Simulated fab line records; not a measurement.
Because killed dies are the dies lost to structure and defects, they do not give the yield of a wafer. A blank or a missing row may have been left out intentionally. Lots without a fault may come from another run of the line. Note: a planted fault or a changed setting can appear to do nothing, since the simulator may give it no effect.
What tool caused it? -- flow gf180mcu -- 39 wafers from 13 lots sampled at 4 of the route's 602 steps

WHAT THE GAUGES SHOWED, per wafer
GF_STI_CD_MEAS_12: target cd 220 nm.
lot,measured,on,cd-nm (nm)
L848,day 2 01:10,cd-sem-02,219.0 217.9 218.6
L849,day 2 06:59,cd-sem-01,221.9 221.8 222.3
L850,day 2 11:22,cd-sem-02,221.2 221.7 221.3
L851,day 2 17:31,cd-sem-02,219.4 220.0 221.5
L859,day 4 11:47,cd-sem-02,203.5 204.2 203.1
L860,day 4 16:19,cd-sem-01,202.9 202.4 201.9
L862,day 5 01:02,cd-sem-02,221.2 219.9 220.6
L865,day 5 17:25,cd-sem-02,221.1 219.0 219.1
L866,day 5 23:37,cd-sem-01,218.7 219.5 216.8
L868,day 6 08:41,cd-sem-02,221.1 219.1 219.4
L869,day 6 13:26,cd-sem-01,220.6 220.3 220.1
L870,day 6 18:19,cd-sem-01,219.4 221.1 220.7
L871,day 7 00:12,cd-sem-01,220.4 219.8 220.7

GF_HV_LDD_OVL_MEAS_32.
lot,measured,on,HV_LDD_02_OVL (nm)
L848,day 11 07:37,overlay-01,0.3 -0.8 0.5
L849,day 11 17:04,overlay-01,-0.5 1.5 0.4
L850,day 12 06:26,overlay-01,-1.1 -0.9 1.1
L851,day 12 17:25,overlay-02,-0.7 0.0 -1.0
L859,day 15 02:16,overlay-01,-1.6 1.2 -0.2
L860,day 15 11:49,overlay-02,-1.9 -1.0 -1.9
L862,day 16 00:29,overlay-01,0.2 -0.4 -0.6
L865,day 17 01:20,overlay-01,-0.8 -0.7 -1.8
L866,day 17 14:14,overlay-02,1.2 0.0 0.6
L868,day 18 06:38,overlay-02,-0.3 -2.0 -0.4
L869,day 18 12:49,overlay-01,0.4 -1.6 -1.9
L870,day 18 16:52,overlay-01,0.1 1.2 -0.3
L871,day 18 21:10,overlay-01,0.4 -0.3 2.4

GF_V1_RS_MEAS_24: uses a four-point probe to measure.
lot,measured,on,V1_W_RS (ohm/sq)
L848,day 17 19:37,film-metro-02,0.327 0.332 0.325
L849,day 18 06:00,film-metro-02,0.326 0.329 0.328
L850,day 19 00:53,film-metro-04,0.328 0.323 0.332
L851,day 19 14:12,film-metro-04,0.327 0.332 0.324
L859,day 22 06:50,film-metro-02,0.327 0.327 0.329
L860,day 22 19:37,film-metro-04,0.324 0.325 0.324
L862,day 23 08:12,film-metro-04,0.333 0.332 0.329
L865,day 24 10:04,film-metro-01,0.326 0.337 0.328
L866,day 24 20:22,film-metro-04,0.323 0.331 0.328
L868,day 25 11:34,film-metro-01,0.328 0.323 0.327
L869,day 25 18:14,film-metro-02,0.329 0.329 0.322
L870,day 25 22:31,film-metro-04,0.333 0.327 0.324
L871,day 26 00:53,film-metro-01,0.322 0.329 0.325

TOOL THAT RAN EACH LOT (tool first, then ch and the chambers of the sampled wafers, then the start)
lot,GF_STI_SOFTBAKE_08
L848,"litho-track-01 ch 0, day 1 19:19"
L849,"litho-track-02 ch 0, day 2 00:58"
L850,"litho-track-01 ch 0, day 2 05:26"
L851,"litho-track-03 ch 0, day 2 11:20"
L859,"litho-track-03 ch 0, day 4 05:20"
L860,"litho-track-03 ch 0, day 4 09:23"
L862,"litho-track-01 ch 0, day 4 18:20"
L865,"litho-track-02 ch 0, day 5 10:28"
L866,"litho-track-02 ch 0, day 5 16:16"
L868,"litho-track-02 ch 0, day 6 01:01"
L869,"litho-track-02 ch 0, day 6 05:37"
L870,"litho-track-01 ch 0, day 6 10:44"
L871,"litho-track-02 ch 0, day 6 16:23"
- GF_STI_SOFTBAKE_08: time 60 s.

AS READ BY THE TOOLS THEMSELVES (means over the sampled wafers that have a number; for cases with no such wafer, the mark the record gives instead)
GF_STI_SOFTBAKE_08.
lot,tool,heater-power-total-W (W),plate-temp-C (C),resist-line-temp-C (C)
L848,litho-track-01,93.04,129.98,23.08
L849,litho-track-02,93.02,129.85,22.98
L850,litho-track-01,93.08,130.06,22.83
L851,litho-track-03,93.07,129.94,23.04
L859,litho-track-03,97.87,135.19,23.12
L860,litho-track-03,97.84,135.18,23.04
L862,litho-track-01,93.07,130.01,22.95
L865,litho-track-02,93.10,130.07,23.19
L866,litho-track-02,93.06,129.93,23.02
L868,litho-track-02,93.08,129.87,23.10
L869,litho-track-02,93.03,130.37,22.92
L870,litho-track-01,93.07,130.17,22.84
L871,litho-track-02,93.03,129.97,22.95

THE ANSWER, worked out from the rows above alone
Rule: the lots themselves supply what counts as usual. Put in order of their means at a reading, lots are off if they are a third of the lots or fewer, leave a main group of 4 or more, and stand apart from it by a gap of 3 or more times the standard deviation of the main group's means; of several such gaps the widest counts. If all means in a main group match to the digits the tables above print for the reading, that group is not used. A lot without any number at a reading at which 4 lots or more have one is off too. All remaining lots with rows at the step are treated as sound. Order of review: gauges by route order, followed by the tools' own readings, for which a lot's mean as printed above is used. At the first step where some lot is off, the reading lying furthest off is the one used; lots without a number count as furthest.
Off at GF_STI_CD_MEAS_12 (cd-nm): L859, L860. The main group: mean 220.2 nm, standard deviation 1.
A tool fits if, at a process step before that reading, it ran every lot that is off, and no sound lot after the first of them. Not tried: the gauges at GF_STI_CD_MEAS_12; whatever is off there is also off at GF_STI_SOFTBAKE_08, on other tools, and gauge error can't account for it. One fits: GF_STI_SOFTBAKE_08 on litho-track-03. A fault onset in the window from L851 (day 2 11:20, its last sound lot) to L859 (day 4 05:20, its first lot off) fits.
The tool's own readings at GF_STI_SOFTBAKE_08 bear it out: on the lots that are off they differ by more than 5 times the standard deviation of the sound lots' means. heater-power-total-W reads 97.86 W there against 93.06 W on the sound lots; plate-temp-C reads 135.19 C there against 130.02 C on the sound lots.

WHAT WAS PUT IN BY THE SIMULATOR
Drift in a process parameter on litho-track-03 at GF_STI_SOFTBAKE_08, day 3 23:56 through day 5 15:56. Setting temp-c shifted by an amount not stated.
Struck lots among those shown: L859, L860. The rule above reached the same finding.
